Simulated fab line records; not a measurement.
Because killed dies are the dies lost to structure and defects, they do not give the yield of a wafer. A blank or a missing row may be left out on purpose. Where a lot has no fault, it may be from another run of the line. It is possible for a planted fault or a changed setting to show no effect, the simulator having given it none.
A struck lot beside a sound one / flow sky130 / 17 out of 708 route steps
Sound: these wafers, L158.1, L158.4, L158.6. Wafers L167.2, L167.3, L167.4 were the ones struck. The cause comes at the end.
For every step that has rows: the tool of each side, followed by ch and its chambers, followed by its first start. Under that, the readings that differ: sound wafers / struck wafers / difference of the means / sigmas: that difference in standard deviations of wafers without a fault.
alike: same words and numbers on both sides, and readings whose means sit less than 2 such deviations apart. not compared: any withheld reading, any reading some wafer has no value for, any bound like >300 that may hide the same value, and any number with overlapping values for which the record gives no deviation.
The two part at a step that has a row with sigmas, a row that says differs or no value, or rows on one side only. Numbers that have no deviation but don't overlap get no sigmas and don't part them. A reading that every wafer of one side lacks parts them only if that side has two wafers or more.

SKY_FIELD_ISO_THK_MEAS_02:
  sound: film-metro-03 at day 2 14:01; struck: film-metro-04 at day 4 09:38
  alike: FIELD_ISO_OXIDATION_00_THK
then, 1 step without rows for these wafers: SKY_FIELD_ISO_CVD_03 (deposits Si3N4 from DCS/NH3, target thk 165 nm, time 2830 s).
SKY_FIELD_ISO_THK_MEAS_04:
  sound: film-metro-04 at day 2 19:10; struck: film-metro-04 at day 4 11:29
  alike: FIELD_ISO_CVD_03_THK
then, 8 steps without rows for these wafers: SKY_FIELD_ISO_DEHYDRATE_05 (time 60 s); SKY_FIELD_ISO_HMDS_06 (prime time 60 s); SKY_FIELD_ISO_COAT_07 (resist thk 60 nm); SKY_FIELD_ISO_COAT_08 (resist thk 450 nm); SKY_FIELD_ISO_SOFTBAKE_09 (time 90 s); SKY_FIELD_ISO_EXPOSE_10 (exposes mask FOM, target cd 150 nm); SKY_FIELD_ISO_PEB_11; SKY_FIELD_ISO_DEVELOP_12 (develop time 60 s).
SKY_FIELD_ISO_CD_MEAS_13 targets a cd of 150 nm.
  sound: cd-sem-02 at day 3 10:28; struck: cd-sem-02 at day 5 04:25
  alike: cd-nm
SKY_FIELD_ISO_ETCH_14: etches BARC in N2/H2, stops on SiO2, time 45.9 s, target depth 60 nm.
  sound on rie-diel-03 ch 1,2, day 3 10:35; struck on rie-diel-01 ch 0,3, day 5 04:31
  no value came back on the struck wafers for any of 6 readings (bias-w (W), chamber-pressure-mTorr (mTorr) and others); on the sound wafers bias-w (W) reads 100.1 99.6 100.0
reading=model.KrF-thick_of_FIELD_ISO_COAT_08.thk-nm (nm); sound=393.8 394.9 394.2; struck=436.2 434.1 433; difference=+40.1; sigmas=
  not compared: rf-hours-counter-h
SKY_FIELD_ISO_ETCH_15: etches the open film in CHF3/O2, stops on Si, target depth 180 nm, time 72 s.
  sound on rie-diel-03 ch 1,2, day 3 10:38; struck on rie-diel-01 ch 0,3, day 5 04:34
reading=oes-product-au (a.u.); sound=0.943 0.949 0.942; struck=0.374 0.375 0.368; difference=-0.572; sigmas=-82
reading=throttle-valve-pct (%); sound=8.836 8.849 8.839; struck=8.674 8.674 8.671; difference=-0.168; sigmas=-20
reading=model.KrF-thick_of_FIELD_ISO_COAT_08.thk-nm (nm); sound=241.1 236.3 235; struck=278 277 276.8; difference=+40; sigmas=
  alike: O2_flow_sccm, bias-w, drypump-motor-current-A
  not compared: rf-hours-counter-h
SKY_FIELD_ISO_STRIP_16: strips in O2/N2.
  sound on plasma-asher-01 ch 0,1, day 3 10:41; struck on plasma-asher-01 ch 0,1, day 5 04:37
reading=oes-product-au (a.u.); sound=0.378 0.378 0.374; struck=0.392 0.387 0.394; difference=+0.014; sigmas=+3
reading=strip-time-to-endpoint-s (s); sound=3.59 3.56 3.55; struck=3.98 3.97 3.98; difference=+0.41; sigmas=+8
  alike: drypump-motor-current-A
  not compared: rf-hours-counter-h
SKY_FIELD_ISO_ETCH_17: etches Si in HBr/Cl2/O2, target depth 342 nm, time 97.7 s.
  sound on rie-si-02 ch 1,3, day 3 10:47; struck on rie-si-01 ch 0,2,3, day 5 04:43
  alike: HBr_flow_sccm, O2_flow_sccm, drypump-motor-current-A, oes-product-au, throttle-valve-pct
  not compared: rf-hours-counter-h
-- record jumps: 44 days separate the struck wafers' starts on either side; left off in module FIELD_ISO, taken up again in module PAD_OPEN, whose first shown step is the route's number 708 --
SKY_PAD_OPEN_PROBE_99:
  only the struck wafers here have rows in the record (prober-01, day 48 20:16); the sound ones have none

== WHERE THEY PART ==
Last at SKY_PAD_OPEN_PROBE_99 as far as this record goes, first at SKY_FIELD_ISO_ETCH_14.

WHY: what had been put in by the simulator
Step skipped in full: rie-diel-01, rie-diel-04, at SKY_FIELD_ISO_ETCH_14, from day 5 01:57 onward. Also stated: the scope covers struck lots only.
